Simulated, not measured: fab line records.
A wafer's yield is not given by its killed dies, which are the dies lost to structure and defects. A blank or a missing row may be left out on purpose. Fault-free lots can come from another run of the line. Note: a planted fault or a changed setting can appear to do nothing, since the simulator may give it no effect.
Which tool was responsible? || flow sky130 || 11 lots with 33 wafers sampled at 5 steps, on a route of 708 steps

WHAT THE GAUGES READ, wafer by wafer
SKY_SONOS_ONO_CD_MEAS_13 targets a cd of 410 nm. Usual: 408.9 nm for cdNm, sd 2.3.
{"lot": "L397", "measured": "day 13 12:08", "on": "cdSem-01", "cdNm (nm)": "410.3 411.6 409.9", "flag": ""}
{"lot": "L398", "measured": "day 13 15:31", "on": "cdSem-02", "cdNm (nm)": "408.9 409.0 409.5", "flag": ""}
{"lot": "L399", "measured": "day 13 21:19", "on": "cdSem-02", "cdNm (nm)": "410.8 409.5 411.7", "flag": ""}
{"lot": "L400", "measured": "day 14 07:50", "on": "cdSem-02", "cdNm (nm)": "408.3 409.1 407.8", "flag": ""}
{"lot": "L402", "measured": "day 15 02:25", "on": "cdSem-02", "cdNm (nm)": "412.6 413.2 412.4", "flag": ""}
{"lot": "L403", "measured": "day 15 08:45", "on": "cdSem-02", "cdNm (nm)": "408.7 410.5 412.5", "flag": ""}
{"lot": "L412", "measured": "day 19 00:28", "on": "cdSem-01", "cdNm (nm)": "411.9 411.9 412.4", "flag": ""}
{"lot": "L414", "measured": "day 19 05:46", "on": "cdSem-01", "cdNm (nm)": "410.4 410.6 410.2", "flag": ""}
{"lot": "L416", "measured": "day 20 14:36", "on": "cdSem-02", "cdNm (nm)": "406.8 405.0 405.0", "flag": ""}
{"lot": "L417", "measured": "day 20 13:42", "on": "cdSem-02", "cdNm (nm)": "407.0 406.3 409.3", "flag": ""}
{"lot": "L418", "measured": "day 20 19:53", "on": "cdSem-01", "cdNm (nm)": "408.9 407.8 411.4", "flag": ""}

SKY_GATE_OXIDE_OVL_MEAS_10. Usual: GATE_OXIDE_OVL gives -1.8 nm (standard deviation 1.7).
{"lot": "L397", "measured": "day 14 16:13", "on": "overlay-01", "GATE_OXIDE_OVL (nm)": "-4.3 -2.6 -3.2", "flag": ""}
{"lot": "L398", "measured": "day 14 20:07", "on": "overlay-01", "GATE_OXIDE_OVL (nm)": "0.8 0.0 -0.3", "flag": ""}
{"lot": "L399", "measured": "day 15 01:51", "on": "overlay-01", "GATE_OXIDE_OVL (nm)": "-5.8 -3.7 -5.3", "flag": ""}
{"lot": "L400", "measured": "day 15 15:39", "on": "overlay-02", "GATE_OXIDE_OVL (nm)": "-2.4 -1.8 -2.3", "flag": ""}
{"lot": "L402", "measured": "day 16 08:43", "on": "overlay-01", "GATE_OXIDE_OVL (nm)": "-2.3 -1.6 -0.1", "flag": ""}
{"lot": "L403", "measured": "day 16 15:34", "on": "overlay-01", "GATE_OXIDE_OVL (nm)": "-1.8 -4.2 -4.0", "flag": ""}
{"lot": "L412", "measured": "day 20 09:42", "on": "overlay-02", "GATE_OXIDE_OVL (nm)": "0.5 -0.7 -2.5", "flag": ""}
{"lot": "L414", "measured": "day 20 14:54", "on": "overlay-02", "GATE_OXIDE_OVL (nm)": "0.1 -0.1 0.5", "flag": ""}
{"lot": "L416", "measured": "day 21 23:56", "on": "overlay-02", "GATE_OXIDE_OVL (nm)": "0.5 -2.5 -0.7", "flag": ""}
{"lot": "L417", "measured": "day 21 21:47", "on": "overlay-01", "GATE_OXIDE_OVL (nm)": "-1.5 -0.2 -0.4", "flag": ""}
{"lot": "L418", "measured": "day 22 06:22", "on": "overlay-01", "GATE_OXIDE_OVL (nm)": "-2.8 -0.1 -0.9", "flag": ""}

SKY_POLY_GATE_THK_MEAS_01. Usual: POLY_GATE_CVD_00_THK gives 181.1 nm (standard deviation 1.5).
{"lot": "L397", "measured": "day 14 22:01", "on": "filmMetro-04", "POLY_GATE_CVD_00_THK (nm)": "182.6 182.6 182.2", "flag": ""}
{"lot": "L398", "measured": "day 15 01:02", "on": "filmMetro-03", "POLY_GATE_CVD_00_THK (nm)": "182.7 182.1 181.1", "flag": ""}
{"lot": "L399", "measured": "day 15 06:40", "on": "filmMetro-03", "POLY_GATE_CVD_00_THK (nm)": "182.2 183.5 182.1", "flag": ""}
{"lot": "L400", "measured": "day 15 19:20", "on": "filmMetro-04", "POLY_GATE_CVD_00_THK (nm)": "181.5 181.2 181.7", "flag": ""}
{"lot": "L402", "measured": "day 16 12:07", "on": "filmMetro-02", "POLY_GATE_CVD_00_THK (nm)": "180.3 179.5 180.3", "flag": ""}
{"lot": "L403", "measured": "day 16 18:49", "on": "filmMetro-02", "POLY_GATE_CVD_00_THK (nm)": "138.7 139.4 139.4 138.7 139.2 139.4", "flag": "OFF"}
{"lot": "L412", "measured": "day 20 14:10", "on": "filmMetro-03", "POLY_GATE_CVD_00_THK (nm)": "180.6 183.3 183.1", "flag": ""}
{"lot": "L414", "measured": "day 20 19:10", "on": "filmMetro-03", "POLY_GATE_CVD_00_THK (nm)": "182.6 182.5 182.0", "flag": ""}
{"lot": "L416", "measured": "day 22 03:11", "on": "filmMetro-02", "POLY_GATE_CVD_00_THK (nm)": "182.6 180.2 181.9", "flag": ""}
{"lot": "L417", "measured": "day 22 01:56", "on": "filmMetro-03", "POLY_GATE_CVD_00_THK (nm)": "182.3 183.5 183.1", "flag": ""}
{"lot": "L418", "measured": "day 22 09:35", "on": "filmMetro-03", "POLY_GATE_CVD_00_THK (nm)": "183.7 183.1 182.5", "flag": ""}

WHICH TOOL RAN EACH LOT (tool, then ch and the chambers of the sampled wafers, then the start)
{"lot": "L397", "SKY_VT_ADJUST_HVTR_STRIP_10": "plasmaAsher-03 ch 0,1, day 10 06:20", "SKY_POLY_GATE_CVD_00": "lpcvd-01 ch 0, day 14 20:12"}
{"lot": "L398", "SKY_VT_ADJUST_HVTR_STRIP_10": "plasmaAsher-04 ch 1, day 10 10:50", "SKY_POLY_GATE_CVD_00": "lpcvd-01 ch 1, day 14 23:14"}
{"lot": "L399", "SKY_VT_ADJUST_HVTR_STRIP_10": "plasmaAsher-02 ch 0,1, day 10 16:29", "SKY_POLY_GATE_CVD_00": "lpcvd-01 ch 1, day 15 04:52"}
{"lot": "L400", "SKY_VT_ADJUST_HVTR_STRIP_10": "plasmaAsher-02 ch 0,1, day 11 01:02", "SKY_POLY_GATE_CVD_00": "lpcvd-01 ch 0, day 15 18:08"}
{"lot": "L402", "SKY_VT_ADJUST_HVTR_STRIP_10": "plasmaAsher-03 ch 0,1, day 11 18:10", "SKY_POLY_GATE_CVD_00": "lpcvd-01 ch 1, day 16 10:55"}
{"lot": "L403", "SKY_VT_ADJUST_HVTR_STRIP_10": "plasmaAsher-04 ch 0,1, day 11 22:51", "SKY_POLY_GATE_CVD_00": "lpcvd-01 ch 1, day 16 17:36"}
{"lot": "L412", "SKY_VT_ADJUST_HVTR_STRIP_10": "plasmaAsher-03 ch 0,1, day 14 17:25", "SKY_POLY_GATE_CVD_00": "lpcvd-01 ch 0, day 20 12:58"}
{"lot": "L414", "SKY_VT_ADJUST_HVTR_STRIP_10": "plasmaAsher-04 ch 0,1, day 15 08:50", "SKY_POLY_GATE_CVD_00": "lpcvd-01 ch 1, day 20 17:58"}
{"lot": "L416", "SKY_VT_ADJUST_HVTR_STRIP_10": "plasmaAsher-03 ch 0,1, day 15 20:07", "SKY_POLY_GATE_CVD_00": "lpcvd-01 ch 0, day 22 01:58"}
{"lot": "L417", "SKY_VT_ADJUST_HVTR_STRIP_10": "plasmaAsher-02 ch 0,1, day 16 16:53", "SKY_POLY_GATE_CVD_00": "lpcvd-01 ch 0, day 22 00:43"}
{"lot": "L418", "SKY_VT_ADJUST_HVTR_STRIP_10": "plasmaAsher-03 ch 0,1, day 16 19:11", "SKY_POLY_GATE_CVD_00": "lpcvd-01 ch 0, day 22 08:23"}
- SKY_VT_ADJUST_HVTR_STRIP_10: strips in O2/N2.
- SKY_POLY_GATE_CVD_00: deposits poly-Si, target thk 180 nm, time 720 s.

AS READ BY THE TOOLS THEMSELVES (means over the sampled wafers that have a number; for cases with no such wafer, the mark the record gives instead)
SKY_VT_ADJUST_HVTR_STRIP_10. Usual: drypumpMotorCurrentA 5.6 A, standard deviation 0.32; oesProductAu 0.715 a.u., standard deviation 0.0047; stripTimeToEndpointS 14.18 s, standard deviation 0.042.
{"lot": "L397", "tool": "plasmaAsher-03", "drypumpMotorCurrentA (A)": 5.5, "oesProductAu (a.u.)": 0.713, "stripTimeToEndpointS (s)": 14.21, "flag": ""}
{"lot": "L398", "tool": "plasmaAsher-04", "drypumpMotorCurrentA (A)": 5.8, "oesProductAu (a.u.)": 0.717, "stripTimeToEndpointS (s)": 14.18, "flag": ""}
{"lot": "L399", "tool": "plasmaAsher-02", "drypumpMotorCurrentA (A)": 5.5, "oesProductAu (a.u.)": 0.721, "stripTimeToEndpointS (s)": 14.24, "flag": ""}
{"lot": "L400", "tool": "plasmaAsher-02", "drypumpMotorCurrentA (A)": 5.6, "oesProductAu (a.u.)": 0.716, "stripTimeToEndpointS (s)": 14.16, "flag": ""}
{"lot": "L402", "tool": "plasmaAsher-03", "drypumpMotorCurrentA (A)": 5.3, "oesProductAu (a.u.)": 0.716, "stripTimeToEndpointS (s)": 14.22, "flag": ""}
{"lot": "L403", "tool": "plasmaAsher-04", "drypumpMotorCurrentA (A)": 6.1, "oesProductAu (a.u.)": 0.716, "stripTimeToEndpointS (s)": 14.14, "flag": ""}
{"lot": "L412", "tool": "plasmaAsher-03", "drypumpMotorCurrentA (A)": 5.3, "oesProductAu (a.u.)": 0.713, "stripTimeToEndpointS (s)": 14.18, "flag": ""}
{"lot": "L414", "tool": "plasmaAsher-04", "drypumpMotorCurrentA (A)": 5.9, "oesProductAu (a.u.)": 0.714, "stripTimeToEndpointS (s)": 14.16, "flag": ""}
{"lot": "L416", "tool": "plasmaAsher-03", "drypumpMotorCurrentA (A)": 5.5, "oesProductAu (a.u.)": 0.714, "stripTimeToEndpointS (s)": 14.20, "flag": ""}
{"lot": "L417", "tool": "plasmaAsher-02", "drypumpMotorCurrentA (A)": 5.5, "oesProductAu (a.u.)": 0.717, "stripTimeToEndpointS (s)": 14.12, "flag": ""}
{"lot": "L418", "tool": "plasmaAsher-03", "drypumpMotorCurrentA (A)": 5.3, "oesProductAu (a.u.)": 0.712, "stripTimeToEndpointS (s)": 14.16, "flag": ""}

THE ANSWER, worked out from the rows above alone
Rule: a lot is off if the mean of its wafers that have a number lies more than 3 standard deviations from the usual mean. A lot without any number at a reading at which 4 lots or more have one is off too. All remaining lots with rows at the step are treated as sound. First the gauges in route order, then the tools' own readings, where a lot's mean is used as printed above. The first step at which some lot is off is used, and at that step the reading that is off furthest; a lot without a number counts as furthest.
Off: L403, at SKY_POLY_GATE_THK_MEAS_01 (POLY_GATE_CVD_00_THK).
A tool fits if, at a process step before that reading, it ran every lot that is off, and no sound lot after the first of them. The gauges at SKY_POLY_GATE_THK_MEAS_01 are tried like those tools. None of those tried fits.

WHAT THE SIMULATOR HAD INSERTED
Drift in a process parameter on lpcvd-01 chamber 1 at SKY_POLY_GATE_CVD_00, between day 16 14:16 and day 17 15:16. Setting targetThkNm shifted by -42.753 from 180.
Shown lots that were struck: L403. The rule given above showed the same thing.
